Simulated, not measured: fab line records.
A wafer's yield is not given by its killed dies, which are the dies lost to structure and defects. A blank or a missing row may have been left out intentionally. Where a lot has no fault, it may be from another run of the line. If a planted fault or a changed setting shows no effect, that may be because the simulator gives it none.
Matching of chambers -- flow sky130 -- SKY_VIA4_CMP_21 on cmp-01: 4 sister chambers
The step polishes, stops on SiO2, t overpolish 25 s, target thk 0 nm. 4 wafers are shown with their chamber, then 7 later ones without.

## WAFERS WITH THEIR CHAMBER
wafer,chamber,motor_current_A (A)
L343.1,0,9.1
L348.6,3,10.0
L351.6,2,12.6
L352.5,1,9.7

## WAFERS MISSING THEIR CHAMBER
wafer,motor_current_A (A)
L352.6,9.2
L353.1,8.9
L353.2,10.4
L353.4,10.2
L354.2,10.0
L354.3,9.0
L354.5,12.5

## THE CHAMBER EACH PASSED THROUGH
wafer,from the rows above,in truth
L352.6,0,0
L353.1,0,0
L353.2,can't be placed: 3 or 1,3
L353.4,can't be placed: 3 or 1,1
L354.2,can't be placed: 3 or 1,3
L354.3,0,0
L354.5,2,2
Correctly placed: 4 of 7. From these rows, 3 cannot be placed; in 3 the true chamber is one of the candidates. Wrongly placed: 0.
How it was worked out, from the rows above alone: a wafer's distance from a chamber is the root of the sum, over the readings, of the square of ((its reading less the chamber's mean) divided by the reading's scatter). The wafer belongs to the nearest chamber; if the next one is less than 2 further off, it can't be placed. A chamber's mean is the mean of its shown wafers. The scatter: root of mean squared gap, hidden wafer to nearest shown wafer, with one shown wafer a chamber.
